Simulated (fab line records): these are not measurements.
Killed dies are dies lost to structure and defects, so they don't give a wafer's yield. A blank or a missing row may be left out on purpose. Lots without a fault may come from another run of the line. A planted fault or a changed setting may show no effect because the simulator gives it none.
A single fault, viewed from 2 desks :: flow gf180mcu :: only its own numbers are on each desk; what lay behind them is given at the end

## THE TOOL OWNER'S DESK: krfScanner-02
The tool's own readings at GF_POLY_GATE_EXPOSE_07 (exposes mask Poly2, target cd 280 nm): means of the sampled wafers that have a number, for each lot that ran on this tool. Any lot whose mean is over 4 standard deviations away from the usual mean is out of limits and marked OUT; that distance is given in the brackets.
Columns: A = exposureDoseMJCm2 at GF_POLY_GATE_EXPOSE_07, usual 28.260; B = focusOffsetNm at GF_POLY_GATE_EXPOSE_07, usual 0.0 nm
lot: L409
first seen here: day 8 17:03
A: 28.263
B: 0.4

lot: L410
first seen here: day 9 04:36
A: 28.257
B: -0.4

lot: L414
first seen here: day 10 03:55
A: 28.251
B: 0.6

lot: L418
first seen here: day 11 09:58
A: 28.245
B: 0.9

lot: L419
first seen here: day 11 19:26
A: 28.272
B: 0.3

lot: L429
first seen here: day 14 17:26
A: 28.258
B: 0.4
This desk found nothing out of limits on any of the 6 lots.

## METROLOGY DESK
What the gauges read, lot by lot, whatever tool the lot ran on: means of the sampled wafers that have a number. Any lot whose mean is over 4 standard deviations away from the usual mean is out of limits and marked OUT; that distance is given in the brackets.
Columns: A = SALICIDE_TIN_THK at GF_SALICIDE_THK_MEAS_05, usual 20.04 nm; B = CONTACT_BOW at GF_CONTACT_BOW_MEAS_05, usual 64 um
lot: L409
first seen here: day 14 22:54
A: 20.34
B: 62

lot: L410
first seen here: day 15 13:37
A: 20.02
B: 67

lot: L413
first seen here: day 16 11:02
A: 19.90
B: 66

lot: L414
first seen here: day 16 16:34
A: 19.88
B: 65

lot: L415
first seen here: day 17 07:44
A: 20.30
B: 70

lot: L416
first seen here: day 17 14:59
A: 19.85
B: 59

lot: L418
first seen here: day 18 07:22
A: 19.93
B: 64

lot: L419
first seen here: day 18 19:25
A: 20.26
B: 64

lot: L429
first seen here: day 22 06:48
A: 19.99
B: 74

lot: L430
first seen here: day 22 17:57
A: 19.99
B: 61

lot: L431
first seen here: day 23 02:21
A: 20.17
B: 63

lot: L432
first seen here: day 23 09:04
A: 19.72
B: 67
This desk found nothing out of limits on any of the 12 lots.

## TAKEN TOGETHER
The desk of the tool owner found nothing out of limits.
Metrology desk: nothing out of limits seen.

## WHAT THE SIMULATOR PUT IN
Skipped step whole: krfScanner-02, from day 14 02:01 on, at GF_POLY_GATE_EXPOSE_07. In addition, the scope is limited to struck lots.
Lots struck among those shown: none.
